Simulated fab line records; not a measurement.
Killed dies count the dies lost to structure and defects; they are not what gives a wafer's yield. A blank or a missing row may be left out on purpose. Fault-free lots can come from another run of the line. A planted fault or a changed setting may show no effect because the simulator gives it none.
Matching of chambers | flow sky130 | SKY_POLY_GATE_ETCH_16 on rie_diel-03: 4 sister chambers
The step etches Si3N4 in CH3F/O2, stops on poly-Si, time 147.5 s, target depth 75 nm. 14 wafers are shown with their chamber, then 7 later ones without.

## WAFERS, EACH WITH ITS CHAMBER
wafer  | chamber | drypump_motor_current_A (A) | oes_product_au (a.u.) | throttle_valve_pct (%)
L951.1 | 2       | 5.33                        | 0.636                 | 10.530
L951.3 | 3       | 5.74                        | 0.647                 | 10.529
L951.5 | 2       | 5.34                        | 0.636                 | 10.539
L955.1 | 0       | 6.01                        | 0.642                 | 10.533
L955.2 | 2       | 5.31                        | 0.639                 | 10.530
L955.6 | 3       | 5.74                        | 0.642                 | 10.526
L958.3 | 0       | 5.99                        | 0.653                 | 10.514
L958.4 | 2       | 5.35                        | 0.645                 | 10.544
L958.5 | 3       | 5.76                        | 0.651                 | 10.547
L960.2 | 0       | 5.97                        | 0.633                 | 10.542
L960.4 | 2       | 5.31                        | 0.640                 | 10.536
L960.5 | 0       | 5.95                        | 0.632                 | 10.530
L963.2 | 3       | 5.77                        | 0.643                 | 10.549
L963.3 | 1       | 5.54                        | 0.639                 | 10.529

SIGNATURES (means of the wafers above)
reading                 | chamber 0 | chamber 1 | chamber 2 | chamber 3 | scatter within a chamber
drypump_motor_current_A | 5.9800    | 5.5400    | 5.3280    | 5.7525    | 0.0199
oes_product_au          | 0.64000   | 0.63900   | 0.63920   | 0.64575   | 0.00626
throttle_valve_pct      | 10.52975  | 10.52900  | 10.53580  | 10.53775  | 0.0099
Rule: a wafer lies at a distance from a chamber equal to the root of the sum of squares, over the readings, of (its reading less the chamber's mean, divided by the reading's scatter). If the next closest chamber is less than 2 further off than the closest, the wafer can't be placed; otherwise it belongs to the closest. The scatter is the square root of a quotient: the sum, over the shown wafers, of each reading's squared deviation from its chamber's mean, divided by wafers minus chambers.

## WAFERS WITHOUT THEIR CHAMBER
wafer  | drypump_motor_current_A (A) | oes_product_au (a.u.) | throttle_valve_pct (%)
L963.5 | 5.75                        | 0.645                 | 10.531
L964.1 | 5.56                        | 0.640                 | 10.527
L964.2 | 5.75                        | 0.638                 | 10.550
L964.3 | 6.00                        | 0.641                 | 10.543
L966.1 | 5.55                        | 0.648                 | 10.537
L966.2 | 5.76                        | 0.640                 | 10.529
L966.4 | 5.33                        | 0.639                 | 10.527

## WHICH CHAMBER EACH WENT THROUGH
wafer  | from the rows above | in truth
L963.5 | 3                   | 3
L964.1 | 1                   | 1
L964.2 | 3                   | 3
L964.3 | 0                   | 0
L966.1 | 1                   | 1
L966.2 | 3                   | 3
L966.4 | 2                   | 2
Correct placement for 7 of the 7. Not placeable from these rows: 0. Number placed wrongly: 0.
